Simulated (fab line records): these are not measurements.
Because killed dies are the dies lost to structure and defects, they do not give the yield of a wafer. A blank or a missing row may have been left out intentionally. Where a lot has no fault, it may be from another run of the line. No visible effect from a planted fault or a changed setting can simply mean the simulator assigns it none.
Which tool did it? | flow gf180mcu | 13 lots, 39 wafers sampled, at 5 steps of a route of 602

## WHAT EACH GAUGE READ, for each wafer
GF_SAB_CD_MEAS_09: the cd target is 420 nm. Usual: 420.0 nm for cd nm, sd 2.2.
lot  | measured     | on        | cd nm (nm)        | flag
L499 | day 14 13:44 | cd sem-01 | 418.5 420.8 419.2 |
L501 | day 15 09:11 | cd sem-02 | 417.0 418.7 418.6 |
L502 | day 15 15:49 | cd sem-02 | 422.3 422.2 422.8 |
L506 | day 18 23:34 | cd sem-02 | 423.4 421.4 423.7 |
L508 | day 18 23:43 | cd sem-01 | 420.9 423.6 424.2 |
L509 | day 19 05:55 | cd sem-02 | 420.6 420.9 420.9 |
L510 | day 19 06:53 | cd sem-01 | 420.8 422.9 421.8 |
L512 | day 20 19:30 | cd sem-01 | 420.7 420.0 421.1 |
L513 | day 20 21:21 | cd sem-01 | 418.1 419.7 417.0 |
L515 | day 21 16:16 | cd sem-02 | 417.6 418.5 418.3 |
L518 | day 22 20:31 | cd sem-02 | 422.4 422.3 423.3 |
L519 | day 23 05:28 | cd sem-01 | 416.6 417.7 418.2 |
L521 | day 23 18:30 | cd sem-01 | 422.5 420.8 422.3 |

GF_SALICIDE_RS_MEAS_04: a four-point-probe measurement. Usual: SALICIDE_TIN_RS gives 16.27 ohm/sq (standard deviation 0.27).
lot  | measured     | on            | SALICIDE_TIN_RS (ohm/sq)            | flag
L499 | day 14 14:19 | film metro-02 | 16.14 16.03 16.32                   |
L501 | day 15 09:44 | film metro-02 | 16.38 15.97 16.47                   |
L502 | day 15 16:23 | film metro-03 | 16.33 16.20 16.63                   |
L506 | day 19 00:07 | film metro-01 | 16.17 16.55 16.54                   |
L508 | day 19 00:17 | film metro-02 | 16.41 16.58 16.49                   |
L509 | day 19 06:29 | film metro-03 | 16.58 16.14 16.38                   |
L510 | day 19 07:28 | film metro-02 | 16.22 16.00 16.34                   |
L512 | day 20 20:04 | film metro-01 | 20.43 16.64 20.98 20.45 16.62 20.95 | OFF
L513 | day 20 21:55 | film metro-02 | 16.41 20.69 16.60 16.39 20.67 16.53 | OFF
L515 | day 21 16:49 | film metro-02 | 16.92 16.89 21.55 16.90 16.89 21.58 | OFF
L518 | day 22 21:07 | film metro-01 | 16.24 16.01 16.24                   |
L519 | day 23 06:03 | film metro-02 | 16.01 15.91 16.21                   |
L521 | day 23 19:03 | film metro-02 | 16.17 16.43 16.46                   |

GF_CONTACT_OVL_MEAS_15. Usual: CONTACT_OVL gives -1 nm (standard deviation 4.9).
lot  | measured     | on         | CONTACT_OVL (nm) | flag
L499 | day 15 12:28 | overlay-02 | -2 -3 -5         |
L501 | day 16 08:34 | overlay-02 | 7 4 2            |
L502 | day 16 14:52 | overlay-02 | -1 -1 3          |
L506 | day 20 01:38 | overlay-02 | 2 5 -1           |
L508 | day 20 02:28 | overlay-01 | 4 2 1            |
L509 | day 20 07:58 | overlay-02 | -2 -4 -3         |
L510 | day 20 09:25 | overlay-02 | -2 1 -2          |
L512 | day 21 21:12 | overlay-01 | -5 -1 -4         |
L513 | day 21 23:10 | overlay-02 | 3 7 11           |
L515 | day 22 17:43 | overlay-01 | -4 -4 -1         |
L518 | day 23 20:30 | overlay-02 | -5 -3 -3         |
L519 | day 24 05:37 | overlay-02 | 2 -4 3           |
L521 | day 24 17:37 | overlay-01 | 0 4 3            |

## WHAT TOOL EACH LOT RAN ON (gives the tool, then ch and the chambers of the sampled wafers, and finally the start)
lot  | GF_HV_LDD_ETCHBACK_58              | GF_SALICIDE_SPUTTER_02
L499 | rie diel-03 ch 1,2,3, day 12 01:05 | pvd sputter-03, day 14 14:16
L501 | rie diel-04 ch 0,3, day 12 19:02   | pvd sputter-03, day 15 09:40
L502 | rie diel-04 ch 1,2, day 13 01:16   | pvd sputter-02, day 15 16:19
L506 | rie diel-04 ch 1,2,3, day 16 01:52 | pvd sputter-03, day 19 00:01
L508 | rie diel-02 ch 0,1,2, day 16 02:31 | pvd sputter-01, day 19 00:13
L509 | rie diel-02 ch 1,2,3, day 16 06:42 | pvd sputter-03, day 19 06:26
L510 | rie diel-03 ch 0,1,2, day 16 06:46 | pvd sputter-01, day 19 07:23
L512 | rie diel-02 ch 0,2, day 17 17:31   | pvd sputter-01, day 20 20:00
L513 | rie diel-03 ch 0,1,3, day 17 18:56 | pvd sputter-01, day 20 21:50
L515 | rie diel-04 ch 2,3, day 18 14:32   | pvd sputter-01, day 21 16:44
L518 | rie diel-02 ch 2,3, day 19 19:38   | pvd sputter-03, day 22 21:04
L519 | rie diel-03 ch 0,1,2, day 20 05:22 | pvd sputter-02, day 23 05:59
L521 | rie diel-02 ch 0,1,2, day 20 18:35 | pvd sputter-03, day 23 18:59
- GF_HV_LDD_ETCHBACK_58: etches Si3N4 in CH3F/O2, stops on SiO2, time 100 s, target depth 90 nm.
- GF_SALICIDE_SPUTTER_02: material Co, target thk 10 nm, time 20 s.

## AS READ BY THE TOOLS THEMSELVES (means over the sampled wafers that have a number; for cases with no such wafer, the mark the record gives instead)
GF_HV_LDD_ETCHBACK_58. Usual: drypump motor current A 5.8 A, standard deviation 0.35; oes product au 0.843 a.u., standard deviation 0.0062; throttle valve pct 10.561 %, standard deviation 0.0088.
lot  | tool        | drypump motor current A (A) | oes product au (a.u.) | throttle valve pct (%) | flag
L499 | rie diel-03 | 5.8                         | 0.836                 | 10.553                 |
L501 | rie diel-04 | 5.9                         | 0.838                 | 10.558                 |
L502 | rie diel-04 | 5.5                         | 0.846                 | 10.563                 |
L506 | rie diel-04 | 5.7                         | 0.850                 | 10.554                 |
L508 | rie diel-02 | 5.9                         | 0.842                 | 10.553                 |
L509 | rie diel-02 | 5.9                         | 0.849                 | 10.564                 |
L510 | rie diel-03 | 5.9                         | 0.850                 | 10.556                 |
L512 | rie diel-02 | 5.9                         | 0.845                 | 10.556                 |
L513 | rie diel-03 | 6.2                         | 0.844                 | 10.554                 |
L515 | rie diel-04 | 5.8                         | 0.836                 | 10.562                 |
L518 | rie diel-02 | 5.7                         | 0.844                 | 10.566                 |
L519 | rie diel-03 | 5.9                         | 0.833                 | 10.564                 |
L521 | rie diel-02 | 6.0                         | 0.843                 | 10.568                 |

GF_SALICIDE_SPUTTER_02. Usual: 30.0 % for throttle valve pct, sd 0.8.
lot  | tool           | throttle valve pct (%) | flag
L499 | pvd sputter-03 | 30.0                   |
L501 | pvd sputter-03 | 30.8                   |
L502 | pvd sputter-02 | 29.9                   |
L506 | pvd sputter-03 | 30.1                   |
L508 | pvd sputter-01 | 29.6                   |
L509 | pvd sputter-03 | 29.5                   |
L510 | pvd sputter-01 | 29.5                   |
L512 | pvd sputter-01 | 29.3                   |
L513 | pvd sputter-01 | 29.7                   |
L515 | pvd sputter-01 | 29.0                   |
L518 | pvd sputter-03 | 30.0                   |
L519 | pvd sputter-02 | 29.3                   |
L521 | pvd sputter-03 | 30.6                   |

## THE ANSWER, worked out from the rows above alone
Rule: a lot is off if the mean of its wafers that have a number lies more than 3 standard deviations from the usual mean. Also off: a lot with no number at a reading for which 4 or more lots have one. All remaining lots with rows at the step are treated as sound. The gauges are gone through in route order, then the tools' own readings, and for those a lot's mean is taken as printed above. At the first step where some lot is off, the reading lying furthest off is the one used; lots without a number count as furthest.
Off: L512, L513, L515, at GF_SALICIDE_RS_MEAS_04 (SALICIDE_TIN_RS).
A tool fits if, at a process step before that reading, it ran every lot that is off, and no sound lot after the first of them. Those tools and the gauges at GF_SALICIDE_RS_MEAS_04 are tried in the same way. One fits: pvd sputter-01 at GF_SALICIDE_SPUTTER_02. Its last sound lot is L510 (day 19 07:23), its first lot that is off L512 (day 20 20:00): a fault that began between those two fits.

## WHAT THE SIMULATOR PUT IN
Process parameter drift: pvd sputter-01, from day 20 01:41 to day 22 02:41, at GF_SALICIDE_SPUTTER_02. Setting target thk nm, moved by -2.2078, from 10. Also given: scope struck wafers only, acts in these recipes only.
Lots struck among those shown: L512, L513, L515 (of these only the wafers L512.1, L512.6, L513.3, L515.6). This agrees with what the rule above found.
